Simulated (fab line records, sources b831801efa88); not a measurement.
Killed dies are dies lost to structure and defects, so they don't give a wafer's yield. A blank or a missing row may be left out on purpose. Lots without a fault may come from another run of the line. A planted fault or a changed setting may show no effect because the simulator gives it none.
A struck lot beside a sound one | flow sky130 | 15 steps out of a route of 708
Sound: wafers L629.1, L629.2, L629.3. Struck: wafers L637.1, L637.2, L637.6. The cause comes at the end.
At each step with rows: each side's tool, then ch and its chambers, then its first start. Under that, the readings that differ: sound wafers | struck wafers | difference of the means | sigmas: that difference in standard deviations of wafers without a fault.
alike: readings whose means differ by less than 2 such deviations, and words and numbers that are the same on both sides. not compared: withheld readings, readings that some wafer has no value for, bounds like >300 that may hide the same value, and numbers for which the record gives no deviation and whose values overlap.
The two part at a step that has a row with sigmas, a row that says differs or no value, or rows on one side only. Numbers that don't overlap but have no deviation are shown without sigmas and don't part them. A reading that every wafer of one side lacks parts them only if that side has two wafers or more.

first, 2 steps without rows for these wafers: SKY_NWELL_IMPLANT_12; SKY_NWELL_IMPLANT_13.
SKY_NWELL_STRIP_14: strips in O2/N2.
  sound on plasma_asher-01 ch 0,1, day 5 23:23; struck on plasma_asher-01 ch 0,1, day 7 17:35
  alike: drypump_motor_current_A, oes_product_au, strip_time_to_endpoint_s
  not compared: rf_hours_counter_h
SKY_NWELL_TW_MEAS_15:
  sound on film_metro-02, day 5 23:29; struck on film_metro-03, day 7 17:41
  alike: NWELL_TW
then, 7 steps without rows for these wafers: SKY_NWELL_DEHYDRATE_16 (time 60 s); SKY_NWELL_HMDS_17 (prime time 60 s); SKY_NWELL_COAT_18 (resist thk 3000 nm); SKY_NWELL_SOFTBAKE_19; SKY_NWELL_EXPOSE_20 (exposes mask NWM COMPLEMENT, target cd 840 nm); SKY_NWELL_PEB_21; SKY_NWELL_DEVELOP_22 (develop time 60 s).
SKY_NWELL_OVL_MEAS_23:
  sound on overlay-02, day 6 18:20; struck on overlay-01, day 8 12:12
  alike: NWELL_01_OVL
SKY_NWELL_IMPLANT_24:
  sound on implanter-01 ch 0, day 6 18:23; struck on implanter-01 ch 0, day 8 12:14
  reading                   | sound                | struck               | difference | sigmas
  beam_energy_keV           | 139.96 139.94 139.93 | 126.48 126.42 126.43 | -13.50     | -99 or more
  model.implant.drp_nm (nm) | 95.47 95.47 95.47    | 91.82 91.82 91.82    | -3.65      |
SKY_NWELL_STRIP_25: strips in O2/N2.
  sound on plasma_asher-04 ch 0,1, day 6 18:32; struck on plasma_asher-01 ch 0,1, day 8 12:23
  alike: drypump_motor_current_A, oes_product_au, strip_time_to_endpoint_s
  not compared: rf_hours_counter_h
-- the record jumps here: 41 days lie between the struck wafers' starts before and after (it left off in module NWELL and takes up again in module PAD_OPEN, whose first step shown is number 708 of the route) --
SKY_PAD_OPEN_PROBE_99:
  sound on prober-02, day 46 23:35; struck on prober-01, day 49 07:36
  reading                              | sound          | struck         | difference | sigmas
  killed_at_M0_to_M3                   | 46 35 40       | 53 50 61       | +14        | +2
  killed_dies                          | 80 74 85       | 101 88 108     | +19        | +2
  killed_open                          | 43 38 49       | 59 62 62       | +18        | +2
  model.etest.res_deep_nwell.rs_ohm_sq | 2198 2197 2204 | 2214 2220 2209 | +15        |
  alike: killed_at_M4_up, killed_at_contacts, killed_at_front_end, killed_at_other, killed_short
  not compared: model.etest.res_iso_pwell.rs_ohm_sq, model.etest.pfet_16v.r_on_ohm_um, model.etest.res_iso_pwell.line_ohm_um, model.etest.tip_n_5v.rs_ohm_sq, model.etest.res_iso_pwell.width_nm, model.etest.res_nwell.width_nm, model.etest.res_deep_nwell.line_ohm_um

WHERE THEY PART
First at SKY_NWELL_IMPLANT_24; last, within this record, at SKY_PAD_OPEN_PROBE_99.

WHY: what the simulator had put in
Process parameter drift: implanter-01, from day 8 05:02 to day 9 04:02, at SKY_NWELL_IMPLANT_24. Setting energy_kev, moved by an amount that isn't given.
